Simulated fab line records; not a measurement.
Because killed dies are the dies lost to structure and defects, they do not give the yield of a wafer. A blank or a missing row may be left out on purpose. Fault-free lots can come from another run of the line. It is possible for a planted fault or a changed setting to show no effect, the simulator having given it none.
Chamber matching	flow sky130	rie diel-02 running SKY_CONTACT_ETCH_17: 4 sister chambers
The step etches SiO2 in C4F8/O2/Ar, stops on Si3N4, target depth 340 nm. 8 wafers are shown with their chamber, then 7 later ones without.

WAFERS, EACH WITH ITS CHAMBER
wafer	chamber	oes product au (a.u.)
L557.3	0	0.875
L559.6	1	0.877
L560.5	1	0.883
L560.6	2	0.880
L564.3	0	0.886
L564.6	2	0.882
L569.2	3	0.881
L569.4	3	0.881

WAFERS WHOSE CHAMBER IS MISSING
wafer	oes product au (a.u.)
L569.5	0.879
L570.1	0.882
L570.2	0.888
L570.5	0.887
L571.1	0.879
L571.3	0.887
L571.5	0.884

WHICH CHAMBER EACH ONE RAN IN
wafer	from the rows above	in truth
L569.5	can't be placed: 1 or 0 or 2 or 3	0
L570.1	can't be placed: 2 or 3 or 0 or 1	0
L570.2	can't be placed: 2 or 3 or 0 or 1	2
L570.5	can't be placed: 2 or 3 or 0 or 1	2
L571.1	can't be placed: 1 or 0 or 2 or 3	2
L571.3	can't be placed: 2 or 3 or 0 or 1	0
L571.5	can't be placed: 2 or 3 or 0 or 1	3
Correctly placed: 0 of 7. Not placeable from these rows: 7 (in 7, the candidates include the true chamber). 0 placed wrongly.
How it was worked out, from the rows above alone: a wafer's distance from a chamber is the root of the sum, over the readings, of the square of ((its reading less the chamber's mean) divided by the reading's scatter). The wafer belongs to the nearest chamber; if the next one is less than 2 further off, it can't be placed. The mean given for a chamber averages the wafers shown for that chamber. The scatter is the square root of a quotient: the sum, over the shown wafers, of each reading's squared deviation from its chamber's mean, divided by wafers minus chambers.
